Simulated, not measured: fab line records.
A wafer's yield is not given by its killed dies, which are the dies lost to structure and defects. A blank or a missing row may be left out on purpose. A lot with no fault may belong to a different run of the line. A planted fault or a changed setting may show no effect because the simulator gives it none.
Chamber matching ; flow sky130 ; 4 sister chambers for SKY_METAL4_ETCH_17 on rie diel-03
The step etches SiO2 in C4F8/O2/Ar, stops on TiN, time 3.9 s, target depth 15 nm. 8 wafers are shown with their chamber, then 7 later ones without.

EACH WAFER AND ITS CHAMBER
wafer;chamber;rf fwd power W (W);oes product au (a.u.)
L955.2;1;1470;0.764
L955.3;0;1465;0.752
L955.6;2;1475;0.768
L956.2;0;1461;0.743
L956.3;3;1456;0.755
L956.4;1;1471;0.765
L963.2;3;1459;0.757
L963.5;2;1473;0.751

WAFERS WITH NO CHAMBER GIVEN
wafer;rf fwd power W (W);oes product au (a.u.)
L963.6;1465;0.754
L967.3;1471;0.744
L967.4;1466;0.754
L967.5;1475;0.761
L971.1;1467;0.754
L971.2;1471;0.753
L971.5;1460;0.770

WHICH CHAMBER EACH WENT THROUGH
wafer;from the rows above;in truth
L963.6;can't be placed: 0 or 1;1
L967.3;can't be placed: 2 or 1 or 0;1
L967.4;can't be placed: 0 or 1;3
L967.5;can't be placed: 2 or 1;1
L971.1;can't be placed: 0 or 1 or 2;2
L971.2;can't be placed: 1 or 2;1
L971.5;can't be placed: 3 or 0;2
Correctly placed: 0 of 7. Cannot be placed on the basis of these rows: 7; the candidates contain the true chamber in 5. Number placed wrongly: 0.
How it was worked out, from the rows above alone: a wafer's distance from a chamber is the root of the sum, over the readings, of the square of ((its reading less the chamber's mean) divided by the reading's scatter). If the next closest chamber is less than 2 further off than the closest, the wafer can't be placed; otherwise it belongs to the closest. Each chamber's mean is taken over the wafers shown for it. The scatter: take each reading less its chamber's mean, square it, sum over the shown wafers, divide by the number of wafers less the number of chambers, and take the root.
